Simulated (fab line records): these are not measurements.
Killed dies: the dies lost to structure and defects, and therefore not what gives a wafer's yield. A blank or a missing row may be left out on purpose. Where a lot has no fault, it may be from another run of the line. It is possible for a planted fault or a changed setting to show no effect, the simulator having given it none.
Chamber matching :: flow sky130 :: cmp-01 running SKY_VIA3_CMP_02: 3 sister chambers
The step polishes SiO2. 6 wafers are shown with their chamber, then 9 later ones without.

## WAFERS PAIRED WITH THEIR CHAMBERS
wafer: L081.4
chamber: 1
motorCurrentA (A): 13.9

wafer: L082.3
chamber: 2
motorCurrentA (A): 12.4

wafer: L082.5
chamber: 2
motorCurrentA (A): 12.8

wafer: L087.1
chamber: 0
motorCurrentA (A): 11.3

wafer: L087.5
chamber: 1
motorCurrentA (A): 13.9

wafer: L087.6
chamber: 0
motorCurrentA (A): 12.0

## WAFERS WITHOUT THEIR CHAMBER
wafer: L088.2
motorCurrentA (A): 12.9

wafer: L088.3
motorCurrentA (A): 11.9

wafer: L088.5
motorCurrentA (A): 12.1

wafer: L089.1
motorCurrentA (A): 13.3

wafer: L089.6
motorCurrentA (A): 13.3

wafer: L094.1
motorCurrentA (A): 14.3

wafer: L094.4
motorCurrentA (A): 12.2

wafer: L097.3
motorCurrentA (A): 12.1

wafer: L097.5
motorCurrentA (A): 13.1

## WHICH CHAMBER EACH WENT THROUGH
wafer: L088.2
from the rows above: 2
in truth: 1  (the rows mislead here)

wafer: L088.3
from the rows above: can't be placed: 0 or 2
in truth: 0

wafer: L088.5
from the rows above: can't be placed: 0 or 2
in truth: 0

wafer: L089.1
from the rows above: can't be placed: 1 or 2
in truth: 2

wafer: L089.6
from the rows above: can't be placed: 1 or 2
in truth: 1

wafer: L094.1
from the rows above: 1
in truth: 1

wafer: L094.4
from the rows above: can't be placed: 2 or 0
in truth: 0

wafer: L097.3
from the rows above: can't be placed: 0 or 2
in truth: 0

wafer: L097.5
from the rows above: can't be placed: 2 or 1
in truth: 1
Correct placement for 1 of the 9. Unplaceable from these rows: 7, with the true chamber sitting among the candidates in 7. 1 placed wrongly.
How it was worked out, from the rows above alone: a wafer's distance from a chamber is the root of the sum, over the readings, of the square of ((its reading less the chamber's mean) divided by the reading's scatter). The wafer belongs to the nearest chamber; if the next one is less than 2 further off, it can't be placed. A chamber's mean is the mean of its shown wafers. The scatter: take each reading less its chamber's mean, square it, sum over the shown wafers, divide by the number of wafers less the number of chambers, and take the root.
